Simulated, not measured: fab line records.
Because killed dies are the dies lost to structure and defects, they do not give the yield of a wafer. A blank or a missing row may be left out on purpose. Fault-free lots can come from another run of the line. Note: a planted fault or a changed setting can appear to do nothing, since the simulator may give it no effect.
fab line records    flow sky130
[record] lots = 14  wafers = 42  last-day = 50
route steps=708 shown NWELL@34 VT_ADJUST_NCORE@127 SONOS_ONO@181 PAD_OPEN@708
lots with no fault: from the same line, run without faults
start-h: start of the lot's first displayed wafer, in hours after the record's first day    wait-h: how many hours have passed since the lot's step before this one    " repeats the value in the row above    L1.1+2: several wafers, shown together as one row    - no value, or no start was given    * or withheld: withheld    < > ~ a bound
route shown NAME@n: a module of which the file shows steps, and the number in the route of the first    usual: mean/standard deviation taken from wafers without a fault    same: alike in all rows    chamber/n: place in a boat    sites: readings site by site    _std_site: the standard deviation of these    _edge_site: the outer-site mean with the inner-site mean subtracted    radius-mm: for every site, how far away it sits from the centre of the wafer    mask NAME#n: copy n    behind: the tool/chamber that last shaped the wafer    hold: why the lot was held/for how many hours/how that ended    device: whichever transistor did not switch (one of n, p or np)    end of line: tests run on the same wafers once the route is complete    a step without rows: its recipe alone    killed: dies lost to structure and defects at the first sort, not the wafer's yield    map: per-die view of a wafer (x killed, . not killed, _ where there is no die)
set.NAME: the setting that was run; set.NAME@STEP: the one run at that earlier step    model.NAME: the simulator's own value behind a step, which no gauge read
a sample of lots followed through the steps of the route, with each step as a table and each wafer as a row
services: a tool's chamber out of use, with start hour (start-h, from the record's first day; less than 0 if before it), hours out, and reason
[[steps]]
[step SKY_NWELL_THK_MEAS_02]
[recipe] reads = SiO2_of_NWELL_OXIDATION_01
[usual] NWELL_OXIDATION_THK = 10.19/0.19
lot.wafer  tool           chamber  start-h  wait-h  NWELL_OXIDATION_THK[nm]
L489.2     film-metro-04  -        43.25    0.0     10.15
L489.4     "              -        "        "       10.25
L489.5     "              -        "        "       10.33
L491.2     film-metro-02  -        52.27    0.0     10.17
L491.5     "              -        "        "       10.04
L491.6     "              -        "        "       10.11
L492.3     film-metro-02  -        57.86    0.0     10.25
L492.4     "              -        "        "       10.08
L492.6     "              -        "        "       10.38
L493.2     film-metro-04  -        63.04    0.0     10.34
L493.3     "              -        "        "       10.39
L493.4     "              -        "        "       10.44
L494.2     film-metro-04  -        65.96    0.0     10.20
L494.5     "              -        "        "       10.17
L494.6     "              -        "        "       10.03
L495.1     film-metro-04  -        72.59    0.0     10.19
L495.2     "              -        "        "       10.16
L495.6     "              -        "        "       10.04
L496.2     film-metro-01  -        80.11    0.0     10.27
L496.4     "              -        "        "       10.13
L496.6     "              -        "        "       10.14
L498.2     film-metro-01  -        87.62    0.0     10.24
L498.4     "              -        "        "       10.16
L498.6     "              -        "        "       10.00
L499.1     film-metro-04  -        90.57    0.0     10.31
L499.4     "              -        "        "       10.43
L499.5     "              -        "        "       10.27
L501.3     film-metro-02  -        105.72   0.0     10.11
L501.4     "              -        "        "       10.31
L501.6     "              -        "        "       10.14
L502.1     film-metro-04  -        107.09   0.0     10.39
L502.4     "              -        "        "       10.51
L502.6     "              -        "        "       10.41
L507.4     film-metro-02  -        134.01   0.0     9.83
L507.5     "              -        "        "       9.96
L507.6     "              -        "        "       9.96
L509.3     film-metro-02  -        146.08   0.0     10.20
L509.4     "              -        "        "       10.13
L509.5     "              -        "        "       10.03
L511.3     film-metro-04  -        158.05   0.0     10.19
L511.4     "              -        "        "       10.15
L511.5     "              -        "        "       10.33
[step SKY_NWELL_IMPLANT_24]
[recipe] species = B  energy-kev = 140  dose-cm2 = 9.2e+12  tilt-deg = withheld
[usual] dose-ions-cm2 = 9.2e+12/9.5e+09  faraday-current-uA = 51.9/1.1
lot.wafer  tool          chamber  start-h  wait-h  dose-ions-cm2  faraday-current-uA
L489.2     implanter-04  0        110.70   0.0     9.2e+12        52.3
L489.4     "             0        "        "       9.203e+12      52.5
L489.5     "             0        "        "       9.185e+12      53.5
L491.2     implanter-02  0        121.15   0.0     9.17e+12       50.5
L491.5     "             0        "        "       9.205e+12      51.6
L491.6     "             0        "        "       9.21e+12       51.0
L492.3     implanter-03  0        127.58   0.1     9.208e+12      51.7
L492.4     "             0        "        "       9.185e+12      50.4
L492.6     "             0        "        "       9.207e+12      51.9
L493.2     implanter-02  0        133.62   0.0     9.185e+12      50.8
L493.3     "             0        "        "       9.196e+12      52.6
L493.4     "             0        "        "       9.207e+12      53.8
L494.2     implanter-03  0        136.80   0.0     9.204e+12      52.1
L494.5     "             0        "        "       9.205e+12      51.5
L494.6     "             0        "        "       9.197e+12      53.3
L495.1     implanter-02  0        145.35   0.0     9.19e+12       52.5
L495.2     "             0        "        "       9.209e+12      51.4
L495.6     "             0        "        "       9.192e+12      50.4
L496.2     implanter-02  0        155.72   0.0     9.193e+12      50.3
L496.4     "             0        "        "       9.201e+12      52.2
L496.6     "             0        "        "       9.195e+12      54.6
L498.2     implanter-02  0        163.57   0.0     9.189e+12      52.2
L498.4     "             0        "        "       9.191e+12      52.3
L498.6     "             0        "        "       9.193e+12      55.1
L499.1     implanter-04  0        167.23   0.0     9.209e+12      52.3
L499.4     "             0        "        "       9.198e+12      50.9
L499.5     "             0        "        "       9.185e+12      53.4
L501.3     implanter-02  0        184.43   0.1     9.909e+12      55.7
L501.4     "             0        "        "       9.914e+12      56.6
L501.6     "             0        "        "       9.925e+12      55.0
L502.1     implanter-02  0        186.08   0.0     9.947e+12      56.0
L502.4     "             0        "        "       9.921e+12      57.2
L502.6     "             0        "        "       9.92e+12       54.3
L507.4     implanter-03  0        216.67   0.1     9.207e+12      51.5
L507.5     "             0        "        "       9.183e+12      51.2
L507.6     "             0        "        "       9.2e+12        52.9
L509.3     implanter-03  0        230.48   0.1     9.202e+12      50.7
L509.4     "             0        "        "       9.204e+12      54.4
L509.5     "             0        "        "       9.184e+12      53.1
L511.3     implanter-03  0        244.00   0.1     9.207e+12      52.0
L511.4     "             0        "        "       9.215e+12      51.1
L511.5     "             0        "        "       9.204e+12      51.9
[step SKY_VT_ADJUST_NCORE_OVL_MEAS_08]
[usual] VT_ADJUST_NCORE_OVL = -1.1/1.5
lot.wafer  tool        chamber  start-h  wait-h  VT_ADJUST_NCORE_OVL[nm]
L489.2     overlay-01  -        189.81   0.1     -2.4
L489.4     "           -        "        "       -1.6
L489.5     "           -        "        "       -2.2
L491.2     overlay-01  -        202.77   0.1     -0.1
L491.5     "           -        "        "       -0.9
L491.6     "           -        "        "       -0.9
L492.3     overlay-02  -        209.27   0.1     -2.0
L492.4     "           -        "        "       -2.2
L492.6     "           -        "        "       -1.3
L493.2     overlay-02  -        216.82   0.1     -0.2
L493.3     "           -        "        "       -1.4
L493.4     "           -        "        "       -1.1
L494.2     overlay-02  -        221.77   0.1     -0.3
L494.5     "           -        "        "       -1.1
L494.6     "           -        "        "       -0.7
L495.1     overlay-02  -        231.41   0.1     -2.1
L495.2     "           -        "        "       -1.4
L495.6     "           -        "        "       0.1
L496.2     overlay-02  -        240.92   0.1     -1.2
L496.4     "           -        "        "       -1.1
L496.6     "           -        "        "       -1.8
L498.2     overlay-02  -        249.15   0.1     1.2
L498.4     "           -        "        "       2.2
L498.6     "           -        "        "       0.4
L499.1     overlay-02  -        255.91   0.1     -0.4
L499.4     "           -        "        "       0.6
L499.5     "           -        "        "       -1.1
L501.3     overlay-01  -        275.42   0.1     -1.8
L501.4     "           -        "        "       -0.2
L501.6     "           -        "        "       0.4
L502.1     overlay-02  -        277.50   0.1     -3.0
L502.4     "           -        "        "       -2.7
L502.6     "           -        "        "       -3.6
L507.4     overlay-01  -        312.98   0.1     -0.8
L507.5     "           -        "        "       0.6
L507.6     "           -        "        "       -1.4
L509.3     overlay-02  -        330.21   0.1     0.0
L509.4     "           -        "        "       -0.6
L509.5     "           -        "        "       0.4
L511.3     overlay-01  -        346.37   0.1     0.3
L511.4     "           -        "        "       -2.2
L511.5     "           -        "        "       0.7
[step SKY_SONOS_ONO_CD_MEAS_13]
[recipe] target-cd-nm = 410
[usual] cd-nm = 409.4/2.9
lot.wafer  tool       chamber  start-h  wait-h  cd-nm
L489.2     cd-sem-01  -        287.35   0.1     408.5
L489.4     "          -        "        "       408.3
L489.5     "          -        "        "       408.4
L491.2     cd-sem-02  -        303.96   0.1     408.1
L491.5     "          -        "        "       410.8
L491.6     "          -        "        "       407.0
L492.3     cd-sem-02  -        310.18   0.1     411.1
L492.4     "          -        "        "       408.9
L492.6     "          -        "        "       414.1
L493.2     cd-sem-01  -        318.56   0.1     414.1
L493.3     "          -        "        "       414.5
L493.4     "          -        "        "       413.3
L494.2     cd-sem-02  -        325.41   0.1     414.0
L494.5     "          -        "        "       413.9
L494.6     "          -        "        "       415.5
L495.1     cd-sem-01  -        337.43   0.1     409.0
L495.2     "          -        "        "       407.6
L495.6     "          -        "        "       409.9
L496.2     cd-sem-01  -        350.00   0.1     407.3
L496.4     "          -        "        "       408.6
L496.6     "          -        "        "       408.4
L498.2     cd-sem-01  -        360.00   0.1     412.8
L498.4     "          -        "        "       412.0
L498.6     "          -        "        "       409.4
L499.1     cd-sem-01  -        364.74   0.1     411.5
L499.4     "          -        "        "       409.7
L499.5     "          -        "        "       411.4
L501.3     cd-sem-02  -        389.97   0.1     410.0
L501.4     "          -        "        "       408.5
L501.6     "          -        "        "       405.8
L502.1     cd-sem-01  -        390.64   0.1     406.3
L502.4     "          -        "        "       405.2
L502.6     "          -        "        "       405.4
L507.4     cd-sem-01  -        454.05   0.1     407.6
L507.5     "          -        "        "       405.3
L507.6     "          -        "        "       406.9
L509.3     cd-sem-02  -        455.42   0.1     411.3
L509.4     "          -        "        "       409.3
L509.5     "          -        "        "       411.4
L511.3     cd-sem-02  -        469.02   0.1     406.0
L511.4     "          -        "        "       402.6
L511.5     "          -        "        "       408.6
[step SKY_PAD_OPEN_PROBE_99]
[usual] killed_at_M0_to_M3 = 43/6.7  killed_at_M4_up = 3.0/1.9  killed-at-contacts = 25/5.4  killed-at-front-end = 16/4.5  killed-at-other = 0.4/0.62  killed-dies = 87/9.6  killed-open = 47/7  killed-short = 39/6.1
[same] gross-dies = 492  killed-at-back-side = 0
lot.wafer  tool       chamber  start-h  wait-h  killed_at_M0_to_M3  killed_at_M4_up  killed-at-contacts  killed-at-front-end  killed-at-other  killed-dies  killed-open  killed-short
L489.2     prober-02  -        1075.59  0.1     52                  4                24                  12                   0                92           43           49
L489.4     prober-02  -        1075.69  0.2     37                  3                23                  19                   0                82           34           48
L489.5     prober-02  -        1075.74  0.2     37                  3                20                  17                   0                77           43           34
L493.2     prober-02  -        1104.41  0.1     52                  4                25                  12                   0                93           50           43
L493.3     prober-02  -        1104.46  0.2     46                  3                21                  16                   1                87           51           36
L493.4     prober-02  -        1104.51  0.2     45                  1                22                  10                   2                80           44           35
L501.3     prober-02  -        1151.78  0.2     38                  4                28                  13                   1                84           36           48
L501.4     prober-02  -        1151.83  0.2     55                  2                21                  17                   0                95           54           39
L501.6     prober-02  -        1151.93  0.2     40                  4                30                  14                   0                88           50           38
L502.1     prober-01  -        1155.94  0.1     46                  3                17                  13                   0                79           43           36
L502.4     prober-01  -        1156.09  0.2     48                  5                25                  11                   1                90           37           53
L502.6     prober-01  -        1156.19  0.2     47                  2                15                  21                   0                85           51           34
// killed by level:class
L489.2 METAL2:geometric-particle:short=15 VIA1:geometric-particle:open=8 LI_CONTACT:geometric-particle:open=7 CONTACT:geometric-particle:open=7 VIA2:geometric-particle:open=7 METAL1:geometric-particle:short=6 POLY_GATE:geometric-particle:open=5 LOCAL_INTERCONNECT:geometric-particle:short=5
L489.4 POLY_GATE:geometric-particle:short=8 METAL2:geometric-particle:short=7 LOCAL_INTERCONNECT:geometric-particle:short=6 CONTACT:geometric-particle:open=6 METAL1:geometric-particle:short=6 LI_CONTACT:geometric-particle:open=5 LI_CONTACT:geometric-particle:short=5 FIELD_ISO:geometric-particle:open=4
L489.5 VIA1:geometric-particle:open=9 POLY_GATE:geometric-particle:short=7 VIA2:geometric-particle:open=6 LI_CONTACT:geometric-particle:short=5 LI_CONTACT:geometric-particle:open=5 CONTACT:geometric-particle:open=5 METAL1:geometric-particle:open=5 FIELD_ISO:geometric-particle:open=4
L493.2 VIA1:geometric-particle:open=11 CONTACT:geometric-particle:open=10 LI_CONTACT:geometric-particle:open=8 METAL2:geometric-particle:short=7 VIA2:geometric-particle:open=7 VIA3:geometric-particle:short=7 VIA1:geometric-particle:short=5 POLY_GATE:geometric-particle:short=4
L493.3 VIA1:geometric-particle:open=10 CONTACT:geometric-particle:open=9 VIA3:geometric-particle:open=8 METAL2:geometric-particle:short=7 METAL1:geometric-particle:short=6 LI_CONTACT:geometric-particle:open=5 FIELD_ISO:geometric-particle:open=4 VIA2:geometric-particle:open=4
L493.4 LI_CONTACT:geometric-particle:open=8 VIA1:geometric-particle:open=8 VIA3:geometric-particle:open=7 METAL1:geometric-particle:short=7 CONTACT:geometric-particle:short=6 FIELD_ISO:geometric-particle:short=5 CONTACT:geometric-particle:open=5 VIA2:geometric-particle:open=5
L501.3 CONTACT:geometric-particle:open=11 CONTACT:geometric-particle:short=8 VIA1:geometric-particle:open=7 METAL1:geometric-particle:short=5 VIA1:geometric-particle:short=5 METAL4:geometric-particle:short=4 METAL2:geometric-particle:short=4 FIELD_ISO:geometric-particle:open=3
L501.4 VIA3:geometric-particle:open=11 CONTACT:geometric-particle:open=9 VIA1:geometric-particle:open=9 VIA2:geometric-particle:open=8 VIA1:geometric-particle:short=6 METAL1:geometric-particle:short=5 METAL3:geometric-particle:short=5 FIELD_ISO:geometric-particle:short=4
L501.6 CONTACT:geometric-particle:open=11 LI_CONTACT:geometric-particle:open=9 VIA1:geometric-particle:open=9 VIA3:geometric-particle:open=7 CONTACT:geometric-particle:short=6 METAL1:geometric-particle:short=6 FIELD_ISO:geometric-particle:short=4 POLY_GATE:geometric-particle:open=4
L502.1 METAL2:geometric-particle:short=9 VIA1:geometric-particle:open=8 LI_CONTACT:geometric-particle:open=7 METAL1:geometric-particle:short=7 VIA2:geometric-particle:open=6 VIA3:geometric-particle:open=6 POLY_GATE:geometric-particle:open=5 CONTACT:geometric-particle:open=4
L502.4 METAL2:geometric-particle:short=11 LI_CONTACT:geometric-particle:open=10 CONTACT:geometric-particle:open=8 METAL1:geometric-particle:short=6 VIA1:geometric-particle:open=6 FIELD_ISO:geometric-particle:short=5 VIA1:geometric-particle:short=5 METAL4:geometric-particle:short=5
L502.6 VIA1:geometric-particle:open=14 METAL2:geometric-particle:short=7 LI_CONTACT:geometric-particle:open=7 VIA2:geometric-particle:open=7 FIELD_ISO:geometric-particle:open=6 FIELD_ISO:geometric-particle:short=5 VIA3:geometric-particle:short=5 METAL1:geometric-particle:short=5
[[services]]
tool          chamber  start-h  hours  kind
implanter-04  -        134.32   3.7    pm
implanter-03  -        151.66   4.1    pm
implanter-03  -        170.66   1.7    repair
implanter-03  -        211.46   4.1    pm
implanter-02  -        216.04   1.7    repair
implanter-02  -        216.10   1.3    repair
implanter-03  -        219.24   5.8    repair
[[key]]
[first-sign] step = SKY_NWELL_IMPLANT_24  reading = dose-ions-cm2  direction = up  sigmas = 76  usual = *  struck = *
[effect] step = SKY_NWELL_IMPLANT_24  reading = faraday-current-uA  direction = up  sigmas = 3.7  usual = 51.9  struck = 55.8
met-at SKY_NWELL_IMPLANT_24
struck-lots L501,L502
tester-left-out L501,L502
not-acting-at SKY_NWELL_THK_MEAS_02,SKY_VT_ADJUST_NCORE_OVL_MEAS_08,SKY_SONOS_ONO_CD_MEAS_13
onset-between 163.57 184.43
[fault] kind = process-parameter-drift  tool = implanter-02  chamber = -  onset-h = 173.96  steps = SKY_NWELL_IMPLANT_24  channel = dose-cm2  offset = *  shape = step  end-h = 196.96  acts-in = *  stated = *
// tester-left-out: of these lots the tester's yield and bins aren't shown, on N5 and GAA mostly nor the transistor test; their killed dies are dies lost to structure and defects alone, not to doping, threshold or leakage, so they don't give the yield
